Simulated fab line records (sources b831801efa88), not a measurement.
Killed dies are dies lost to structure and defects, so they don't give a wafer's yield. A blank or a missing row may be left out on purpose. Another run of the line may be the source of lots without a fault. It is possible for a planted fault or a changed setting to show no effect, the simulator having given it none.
What tool caused it?    flow sky130    36 wafers from 12 lots sampled at 4 of the route's 708 steps

WHAT THE GAUGES READ, wafer by wafer
SKY_POLY_GATE_CD_MEAS_13: the cd target is 150 nm.
lot   measured      on         cd nm (nm)
L413  day 16 14:20  cd sem-01  149.6 150.4 150.1
L415  day 17 10:46  cd sem-02  150.3 150.3 148.4
L417  day 18 03:44  cd sem-01  150.6 151.9 150.6
L419  day 18 06:44  cd sem-02  149.3 149.0 148.2
L418  day 18 08:35  cd sem-02  150.0 150.3 149.1
L421  day 19 20:23  cd sem-01  148.7 150.8 149.5
L423  day 20 05:20  cd sem-01  150.9 150.9 150.2
L427  day 22 01:47  cd sem-02  151.0 151.1 150.8
L429  day 22 18:04  cd sem-01  151.0 150.1 151.5
L435  day 25 23:20  cd sem-01  150.8 149.7 151.3
L436  day 26 00:04  cd sem-01  150.1 150.1 149.7
L434  day 26 02:39  cd sem-02  150.7 149.2 150.1

SKY_POLY_CUT_OVL_MEAS_09.
lot   measured      on          POLY_CUT_OVL (nm)
L413  day 24 09:22  overlay-01  8 0 13
L415  day 25 14:04  overlay-02  4 -4 -3
L417  day 25 21:25  overlay-02  0 4 0
L419  day 26 06:34  overlay-01  -5 1 -1
L418  day 26 06:12  overlay-02  -10 -9 -7
L421  day 27 15:32  overlay-02  -15 -20 -13
L423  day 27 23:04  overlay-02  -2 12 0
L427  day 29 16:07  overlay-02  -4 1 -5
L429  day 30 06:34  overlay-01  -8 1 6
L435  day 33 06:51  overlay-01  -4 -11 -3
L436  day 33 08:07  overlay-02  -1 -8 -15
L434  day 33 09:28  overlay-01  1 0 5

SKY_LI_CONTACT_THK_MEAS_01.
lot   measured      on             LI_CONTACT_HDPCVD_THK (nm)
L413  day 28 03:13  film metro-04  927 922 922
L415  day 29 06:51  film metro-03  929 916 932
L417  day 29 14:22  film metro-04  924 924 932
L419  day 29 22:10  film metro-03  919 927 938
L418  day 29 21:28  film metro-03  924 931 930
L421  day 31 06:56  film metro-03  937 926 944
L423  day 31 12:19  film metro-03  940 913 936
L427  day 33 04:09  film metro-04  751 757 765
L429  day 33 16:35  film metro-02  739 744 737
L435  day 36 14:08  film metro-02  931 924 922
L436  day 36 15:02  film metro-03  941 921 939
L434  day 36 17:40  film metro-02  925 940 933

WHICH TOOL RAN EACH LOT (tool, then ch and the chambers of the sampled wafers, then the start)
lot   SKY_LI_CONTACT_HDPCVD_00
L413  hdpcvd-01 ch 0,1,2, day 28 03:06
L415  hdpcvd-01 ch 0,2, day 29 06:44
L417  hdpcvd-02 ch 0,1,2, day 29 14:15
L419  hdpcvd-01 ch 0,1, day 29 22:03
L418  hdpcvd-02 ch 0,1, day 29 21:22
L421  hdpcvd-02 ch 0,1,2, day 31 06:51
L423  hdpcvd-02 ch 0,1,2, day 31 12:13
L427  hdpcvd-02 ch 0,1,2, day 33 04:02
L429  hdpcvd-02 ch 0,1,2, day 33 16:27
L435  hdpcvd-01 ch 0,1,2, day 36 14:02
L436  hdpcvd-02 ch 0,1, day 36 14:56
L434  hdpcvd-02 ch 0,1, day 36 17:33
- SKY_LI_CONTACT_HDPCVD_00: deposits PSG, target thk 930 nm, time 155 s.

AS READ BY THE TOOLS THEMSELVES (means over the sampled wafers that have a number; for cases with no such wafer, the mark the record gives instead)
SKY_LI_CONTACT_HDPCVD_00.
lot   tool       pressure mtorr (mTorr)  sih4 flow sccm (sccm)
L413  hdpcvd-01  6.007                   59.99
L415  hdpcvd-01  5.992                   59.74
L417  hdpcvd-02  6.001                   60.00
L419  hdpcvd-01  6.003                   59.95
L418  hdpcvd-02  5.989                   60.17
L421  hdpcvd-02  6.009                   60.20
L423  hdpcvd-02  6.007                   60.02
L427  hdpcvd-02  6.008                   48.00
L429  hdpcvd-02  6.010                   47.82
L435  hdpcvd-01  5.994                   60.04
L436  hdpcvd-02  6.009                   60.14
L434  hdpcvd-02  5.991                   59.85

THE ANSWER, worked out from the rows above alone
Rule: the lots themselves supply what counts as usual. Put in order of their means at a reading, lots are off if they are a third of the lots or fewer, leave a main group of 4 or more, and stand apart from it by a gap of 3 or more times the standard deviation of the main group's means; of several such gaps the widest counts. Not used: any main group whose means are identical at the precision the tables above print for the reading. A lot without any number at a reading at which 4 lots or more have one is off too. All remaining lots with rows at the step are treated as sound. Order of review: gauges by route order, followed by the tools' own readings, for which a lot's mean as printed above is used. At the first step where some lot is off, the reading lying furthest off is the one used; lots without a number count as furthest.
Off: L427, L429, seen at SKY_LI_CONTACT_THK_MEAS_01 (LI_CONTACT_HDPCVD_THK). Mean 929 nm and standard deviation 3.7 in the main group.
A tool fits if, at a process step before that reading, it ran every lot that is off, and no sound lot after the first of them. Not tried: the gauges at SKY_LI_CONTACT_THK_MEAS_01; whatever is off there is also off at SKY_LI_CONTACT_HDPCVD_00, on other tools, and gauge error can't account for it. Not one of the candidates tried fits.

WHAT THE SIMULATOR HAD INSERTED
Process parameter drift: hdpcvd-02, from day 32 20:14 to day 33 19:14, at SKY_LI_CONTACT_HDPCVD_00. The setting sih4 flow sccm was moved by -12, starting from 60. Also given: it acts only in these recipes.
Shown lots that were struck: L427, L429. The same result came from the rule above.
